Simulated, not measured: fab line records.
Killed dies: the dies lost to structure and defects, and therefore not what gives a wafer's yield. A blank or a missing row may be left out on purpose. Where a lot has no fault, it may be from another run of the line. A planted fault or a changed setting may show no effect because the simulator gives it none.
A struck lot beside a sound one :: flow gf180mcu :: 16 steps out of a route of 602
Sound: these wafers, L740.1, L740.4, L740.5. Wafers struck: L751.1, L751.4, L751.6. The cause is given at the end.
Per side, at each step with rows, come the tool, then ch with its chambers, and then its first start. Under that, the readings that differ: sound wafers :: struck wafers :: difference of the means :: sigmas: that difference in standard deviations of wafers without a fault.
alike: readings whose means differ by less than 2 such deviations, and words and numbers that are the same on both sides. not compared: withheld readings, readings that some wafer has no value for, bounds like >300 that may hide the same value, and numbers for which the record gives no deviation and whose values overlap.
A row with sigmas, a row that says differs or no value, or rows on one side alone: a step with any of these is where the two part. Numbers that have no deviation but don't overlap get no sigmas and don't part them. Lack of a reading on every wafer of one side parts them only where that side has two or more wafers.

first, 4 steps without rows for these wafers: GF_TOP_METAL_SOFTBAKE_10 (time 60 s); GF_TOP_METAL_EXPOSE_11 (exposes mask MetalTop, target cd 440 nm); GF_TOP_METAL_PEB_12; GF_TOP_METAL_DEVELOP_13 (develop time 60 s).
GF_TOP_METAL_CD_MEAS_14: target cd 440 nm.
  sound on cd-sem-01, day 31 12:26; struck on cd-sem-02, day 34 00:23
  alike: cd-nm
GF_TOP_METAL_OVL_MEAS_15:
  sound on overlay-02, day 31 12:33; struck on overlay-02, day 34 00:30
  alike: TOP_METAL_OVL
GF_TOP_METAL_METAL_ETCH_16: etches the open film in Cl2/BCl3, stops on SiO2, target depth 1197 nm, time 199.5 s.
  sound on rie-metal-02 ch 0,1, day 31 12:35; struck on rie-metal-02 ch 0,1, day 34 00:32
  alike: drypump-motor-current-A, oes-product-au, throttle-valve-pct
  not compared: rf-hours-counter-h
GF_TOP_METAL_STRIP_17: strips in O2/N2.
  sound on plasma-asher-02 ch 0,1, day 31 12:47; struck on plasma-asher-03 ch 0,1, day 34 00:44
  alike: drypump-motor-current-A, heater-power-w, oes-product-au, strip-time-to-endpoint-s
  not compared: rf-hours-counter-h
then, 2 steps without rows for these wafers: GF_TOP_METAL_STRIP_18 (strips in post etch residue remover, time 1200 s); GF_TOP_METAL_CLEAN_19 (cleans in DIW).
GF_PASSIVATION_CVD_00: deposits SiO2 from TEOS, target thk 1000 nm, time 116 s.
  sound on pecvd-02 ch 1,2, day 31 13:19; struck on pecvd-02 ch 1,2, day 34 01:18
  alike: heater-power-w
GF_PASSIVATION_THK_MEAS_01:
  sound on film-metro-02, day 31 13:24; struck on film-metro-02, day 34 01:23
  alike: PASSIVATION_CVD_00_THK
GF_PASSIVATION_CVD_02: deposits Si3N4, target thk 700 nm, time 486.18 s.
  sound on pecvd-04 ch 0,1,2, day 31 13:28; struck on pecvd-04 ch 1,2, day 34 01:26
  alike: heater-power-w
GF_PASSIVATION_THK_MEAS_03:
  sound on film-metro-02, day 31 13:44; struck on film-metro-01, day 34 01:43
reading: PASSIVATION_CVD_02_THK (nm)
sound: 688 703 700
struck: 586 586 591
difference: -109
sigmas: -13
then, 2 steps without rows for these wafers: GF_PASSIVATION_DEHYDRATE_04 (time 60 s); GF_PASSIVATION_PROBE_99.

## WHERE THEY PART
GF_PASSIVATION_THK_MEAS_03 only, going by this record.

WHY: what had been put in by the simulator
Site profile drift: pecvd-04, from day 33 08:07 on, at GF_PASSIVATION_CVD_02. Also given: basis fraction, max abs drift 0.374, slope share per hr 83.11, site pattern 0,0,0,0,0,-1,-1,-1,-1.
